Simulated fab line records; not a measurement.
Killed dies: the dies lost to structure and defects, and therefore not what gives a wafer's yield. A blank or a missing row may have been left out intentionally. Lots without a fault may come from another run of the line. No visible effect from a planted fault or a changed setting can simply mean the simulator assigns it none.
Which tool was responsible? :: flow gf180mcu :: 7 lots, 20 wafers sampled, at 4 steps of a route of 602

## WHAT EACH GAUGE READ, for each wafer
GF_VT_IMPLANT_TW_MEAS_21.
lot: L189
measured: day 7 01:01
on: film-metro-04
VT_IMPLANT_2_TW: 1206 1211 1203

lot: L193
measured: day 8 07:49
on: film-metro-02
VT_IMPLANT_2_TW: 1198 1200 1204

lot: L196
measured: day 8 21:45
on: film-metro-02
VT_IMPLANT_2_TW: 1196 1203 1194

lot: L198
measured: day 9 10:18
on: film-metro-02
VT_IMPLANT_2_TW: 1196 1208 1204

lot: L200
measured: day 9 23:50
on: film-metro-03
VT_IMPLANT_2_TW: 1201 1205 1206

lot: L203
measured: day 10 19:18
on: film-metro-04
VT_IMPLANT_2_TW: 1126 1208

lot: L207
measured: day 12 04:01
on: film-metro-02
VT_IMPLANT_2_TW: 1201 1205 1212

## EACH LOT AND THE TOOL THAT RAN IT (in order: tool; ch and the chambers of the sampled wafers; start)
lot: L189
GF_NWELL_STRIP_10: plasma-asher-03 ch 1, day 4 00:32
GF_LVPWELL_STRIP_10: plasma-asher-01 ch 0,1, day 4 14:12
GF_VT_IMPLANT_IMPLANT_19: implanter-04 ch 0, day 7 00:47

lot: L193
GF_NWELL_STRIP_10: plasma-asher-03 ch 0,1, day 5 02:32
GF_LVPWELL_STRIP_10: plasma-asher-01 ch 0,1, day 5 16:52
GF_VT_IMPLANT_IMPLANT_19: implanter-04 ch 0, day 8 07:35

lot: L196
GF_NWELL_STRIP_10: plasma-asher-01 ch 0,1, day 5 13:42
GF_LVPWELL_STRIP_10: plasma-asher-04 ch 0,1, day 6 04:39
GF_VT_IMPLANT_IMPLANT_19: implanter-03 ch 0, day 8 21:30

lot: L198
GF_NWELL_STRIP_10: plasma-asher-04 ch 0,1, day 6 00:39
GF_LVPWELL_STRIP_10: plasma-asher-04 ch 0,1, day 6 15:52
GF_VT_IMPLANT_IMPLANT_19: implanter-02 ch 0, day 9 10:03

lot: L200
GF_NWELL_STRIP_10: plasma-asher-03 ch 0,1, day 6 12:03
GF_LVPWELL_STRIP_10: plasma-asher-02 ch 0,1, day 7 02:54
GF_VT_IMPLANT_IMPLANT_19: implanter-03 ch 0, day 9 23:36

lot: L203
GF_NWELL_STRIP_10: plasma-asher-04 ch 1, day 7 03:51
GF_LVPWELL_STRIP_10: plasma-asher-01 ch 0,1, day 7 20:13
GF_VT_IMPLANT_IMPLANT_19: implanter-03 ch 0, day 10 19:03

lot: L207
GF_NWELL_STRIP_10: plasma-asher-04 ch 0,1, day 8 09:42
GF_LVPWELL_STRIP_10: plasma-asher-04 ch 0,1, day 9 03:00
GF_VT_IMPLANT_IMPLANT_19: implanter-02 ch 0, day 12 03:46
- GF_NWELL_STRIP_10: strips in O2/N2.
- GF_LVPWELL_STRIP_10: strips in O2/N2.
- GF_VT_IMPLANT_IMPLANT_19

## THE ANSWER, worked out from the rows above alone
Rule: the usual values come from the lots themselves. The widest of any qualifying gaps counts: lots, ordered by their means at a reading, are off when they make up no more than a third of the lots, leave a main group of 4 or more, and stand apart from it by 3 or more times the standard deviation of that group's means. A main group is skipped when, at the precision printed for the reading in the tables above, its means are all equal. A lot without any number at a reading at which 4 lots or more have one is off too. Where the step has rows for the other lots, those lots are counted as sound.
Off: L203, seen at GF_VT_IMPLANT_TW_MEAS_21 (VT_IMPLANT_2_TW). For the main group the mean is 1203 and the standard deviation 3.1.
A tool fits if, at a process step before that reading, it ran every lot that is off, and no sound lot after the first of them. The gauges at GF_VT_IMPLANT_TW_MEAS_21 are tried like those tools. Can't be told from this: 3 tools fit, plasma-asher-01 at GF_LVPWELL_STRIP_10, implanter-03 at GF_VT_IMPLANT_IMPLANT_19, film-metro-04 at GF_VT_IMPLANT_TW_MEAS_21.

## WHAT THE SIMULATOR HAD INSERTED
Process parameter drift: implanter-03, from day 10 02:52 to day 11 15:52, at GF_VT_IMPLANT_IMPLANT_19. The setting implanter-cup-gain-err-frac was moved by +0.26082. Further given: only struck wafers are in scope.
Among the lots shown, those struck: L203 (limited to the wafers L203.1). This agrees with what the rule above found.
